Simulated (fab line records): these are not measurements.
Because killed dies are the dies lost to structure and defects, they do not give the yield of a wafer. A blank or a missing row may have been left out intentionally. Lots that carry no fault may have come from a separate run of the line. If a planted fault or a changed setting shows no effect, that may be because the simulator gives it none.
Chamber matching	flow gf180mcu	GF_V4_CVD_02 on pecvd-03 has 3 sister chambers
The step deposits SiO2 from TEOS, target thk 850 nm, time 94.851 s. 14 wafers are shown with their chamber, then 7 later ones without.

WAFERS WITH THEIR CHAMBER
wafer	chamber	heaterPowerW (W)
L081.1	1	647
L081.3	0	601
L081.6	2	667
L083.1	2	740
L083.3	0	644
L083.5	0	689
L086.1	0	598
L086.4	0	642
L086.5	1	644
L090.2	2	728
L090.3	0	699
L090.4	1	639
L091.2	0	692
L091.3	2	746

SIGNATURES (means of the wafers above)
reading	chamber 0	chamber 1	chamber 2	scatter within a chamber
heaterPowerW	652.14	643.33	720.25	36.7
Rule: for each reading, subtract the chamber's mean from the wafer's reading, divide by that reading's scatter and square the result; add these up over the readings and take the root, which gives the wafer's distance from the chamber. The wafer belongs to the nearest chamber; if the next one is less than 2 further off, it can't be placed. The scatter: the root of (the sum of the squares of (reading less its chamber's mean) over the shown wafers, divided by (wafers less chambers)).

WAFERS MISSING THEIR CHAMBER
wafer	heaterPowerW (W)
L091.6	660
L093.1	571
L093.3	695
L093.6	718
L095.3	658
L095.4	713
L095.6	679

WHICH CHAMBER EACH ONE RAN IN
wafer	from the rows above	in truth
L091.6	can't be placed: 0 or 1 or 2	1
L093.1	can't be placed: 1 or 0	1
L093.3	can't be placed: 2 or 0 or 1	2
L093.6	can't be placed: 2 or 0 or 1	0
L095.3	can't be placed: 0 or 1 or 2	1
L095.4	can't be placed: 2 or 0 or 1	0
L095.6	can't be placed: 0 or 1 or 2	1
Correctly placed: 0 of 7. These rows do not allow placing 7 (true chamber among the candidates in 7). Placed wrongly: 0.
